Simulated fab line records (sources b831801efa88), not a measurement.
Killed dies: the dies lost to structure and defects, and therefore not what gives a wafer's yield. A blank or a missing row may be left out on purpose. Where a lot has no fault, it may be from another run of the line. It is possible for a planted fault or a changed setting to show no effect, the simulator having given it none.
The same fault as seen by 2 desks | flow gf180mcu | every desk sees just its own numbers, and what lay behind them comes last

== TOOL OWNER'S DESK, implanter-03 ==
GF_HV_LDD_IMPLANT_34, tool's own readings: per-lot mean of the sampled wafers with a number, covering each lot this tool ran. Marked OUT: a lot whose mean sits more than 4 standard deviations from the usual mean, which makes it out of limits; the brackets give that distance.
Columns: A = doseIonsCm2 at GF_HV_LDD_IMPLANT_34, usual 7.5e+12; B = faradayCurrentUA at GF_HV_LDD_IMPLANT_34, usual 42.2
lot  | first seen here | A                         | B
L286 | day 11 21:13    | 7.5e+12                   | 42.7
L289 | day 12 20:16    | 7.5e+12                   | 42.1
L293 | day 14 10:02    | 9.1e+12 (+99 or more) OUT | 50.5 (+9.7) OUT
L294 | day 14 14:38    | 9.1e+12 (+99 or more) OUT | 50.2 (+9.3) OUT
L303 | day 17 12:26    | 7.5e+12                   | 41.9
L305 | day 17 23:27    | 7.5e+12                   | 42.4
L307 | day 18 21:52    | 7.5e+12                   | 42.0
This desk's verdict: out of limits on L293, L294, starting with L293 at day 14 10:02 (doseIonsCm2 at GF_HV_LDD_IMPLANT_34). In limits: L286, L289, L303, L305, L307.

== METROLOGY DESK ==
What the gauges read for every lot (on any tool): the sampled wafers with a number, averaged. Marked OUT: a lot whose mean sits more than 4 standard deviations from the usual mean, which makes it out of limits; the brackets give that distance.
Columns: A = HV_LDD_RS at GF_HV_LDD_RS_MEAS_53, usual 418.1 ohm/sq; B = cdNm at GF_V2_CD_MEAS_14, usual 259.8 nm
lot  | first seen here | A                | B
L286 | day 12 17:22    | 417.0            | 261.4
L289 | day 13 17:37    | 418.0            | 259.8
L290 | day 13 22:23    | 418.2            | 258.5
L291 | day 14 14:43    | 418.8            | 260.3
L293 | day 15 07:34    | 415.3            | 261.2
L294 | day 15 11:52    | 412.7 (-5.4) OUT | 260.1
L298 | day 16 17:35    | 417.4            | 256.4
L299 | day 17 07:43    | 419.6            | 258.1
L300 | day 17 21:28    | 418.4            | 259.1
L303 | day 18 12:38    | 417.6            | 261.6
L304 | day 18 23:19    | 416.4            | 260.8
L305 | day 18 23:45    | 419.0            | 260.5
L307 | day 19 23:39    | 418.4            | 260.3
Per this desk, out of limits: L294; the first was L294, day 15 11:52 (HV_LDD_RS at GF_HV_LDD_RS_MEAS_53). In limits: L286, L289, L290, L291, L293, L298, L299, L300, L303, L304, L305, L307.

== PUT TOGETHER ==
On L293, L294, at day 14 10:02, an alarm was possible from the tool owner's desk.
On L294, the metrology desk was in a position to raise an alarm at day 15 11:52.
The metrology desk holds a record of L293, inside its limits.
GF_HV_LDD_IMPLANT_34 was run on implanter-03 by each of the lots named.

== WHAT THE SIMULATOR PUT IN ==
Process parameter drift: implanter-03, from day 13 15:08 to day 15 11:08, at GF_HV_LDD_IMPLANT_34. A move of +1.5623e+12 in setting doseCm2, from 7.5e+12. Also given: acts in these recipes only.
Shown lots that were struck: L293, L294.
Delay (hours) between the fault's onset and each desk's first out-of-limits reading: 19 at the tool owner's desk, 45 at the metrology desk.
